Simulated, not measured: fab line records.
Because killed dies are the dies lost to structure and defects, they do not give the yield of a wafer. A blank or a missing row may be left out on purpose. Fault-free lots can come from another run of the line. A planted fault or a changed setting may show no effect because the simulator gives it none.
Comparing a struck lot with a sound one + flow sky130 + 17 steps out of a route of 708
Sound: the wafers L405.2, L405.3, L405.6. The struck wafers were L406.3, L406.5, L406.6. At the end, the cause is stated.
At each step with rows: each side's tool, then ch and its chambers, then its first start. Under that, the readings that differ: sound wafers + struck wafers + difference of the means + sigmas: that difference in standard deviations of wafers without a fault.
alike: words and numbers the same on both sides, and readings whose means are apart by under 2 such deviations; not compared: readings that were withheld, readings missing a value for some wafer, numbers with overlapping values and no deviation given by the record, and bounds like >300 which may hide the same value.
A row with sigmas, a row that says differs or no value, or rows on one side alone: a step with any of these is where the two part. Non-overlapping numbers with no deviation appear without sigmas and do not part them. A reading missing from all wafers of one side parts the sides only when that side holds two or more wafers.

first, 3 steps without rows for these wafers: SKY_LDD_P_EXPOSE_04 (exposes mask PSDM, target cd 380 nm); SKY_LDD_P_PEB_05; SKY_LDD_P_DEVELOP_06 (develop time 60 s).
SKY_LDD_P_CD_MEAS_07 targets a cd of 380 nm.
  sound on cd_sem-01, day 24 18:35; struck on cd_sem-01, day 25 01:31
  alike: cd_nm
SKY_LDD_P_OVL_MEAS_08:
  sound on overlay-01, day 24 18:41; struck on overlay-01, day 25 01:37
  alike: LDD_P_OVL
then, 1 step without rows for these wafers: SKY_LDD_P_IMPLANT_09.
SKY_LDD_P_STRIP_10: strips in O2/N2.
  sound on plasma_asher-01 ch 0,1, day 24 18:52; struck on plasma_asher-04 ch 0,1, day 25 01:49
  alike: drypump_motor_current_A, oes_product_au, strip_time_to_endpoint_s
  not compared: rf_hours_counter_h
SKY_LDD_P_TW_MEAS_11:
  sound on film_metro-03, day 24 18:59; struck on film_metro-03, day 25 01:55
  alike: LDD_P_TW
then, 4 steps without rows for these wafers: SKY_LDD_HVN_DEHYDRATE_00 (time 60 s); SKY_LDD_HVN_HMDS_01 (prime time 60 s); SKY_LDD_HVN_COAT_02 (resist thk 300 nm); SKY_LDD_HVN_SOFTBAKE_03 (time 60 s).
SKY_LDD_HVN_EXPOSE_04: exposes mask HVNTM, target cd 700 nm.
  sound on iline_stepper-01 ch 0, day 25 09:23; struck on iline_stepper-02 ch 0, day 25 15:32
| reading                         | sound                | struck            | difference | sigmas |
|---------------------------------|----------------------|-------------------|------------|--------|
| model.LDD_HVN.overlay_x_nm (nm) | -2.554 -2.554 -2.554 | 62.02 62.02 62.02 | +64.57     |        |
  alike: mask, stage_vel_mm_s
then, 2 steps without rows for these wafers: SKY_LDD_HVN_PEB_05; SKY_LDD_HVN_DEVELOP_06 (develop time 60 s).
SKY_LDD_HVN_OVL_MEAS_07:
  sound on overlay-01, day 26 00:14; struck on overlay-01, day 26 06:13
| reading          | sound          | struck         | difference | sigmas |
|------------------|----------------|----------------|------------|--------|
| LDD_HVN_OVL (nm) | -0.4 -1.1 -1.3 | 61.3 61.4 60.8 | +62.1      | +52    |
then, 1 step without rows for these wafers: SKY_LDD_HVN_IMPLANT_08.

## WHERE THEY PART
Within this record, at SKY_LDD_HVN_OVL_MEAS_07 only.

WHY: what the simulator had put in
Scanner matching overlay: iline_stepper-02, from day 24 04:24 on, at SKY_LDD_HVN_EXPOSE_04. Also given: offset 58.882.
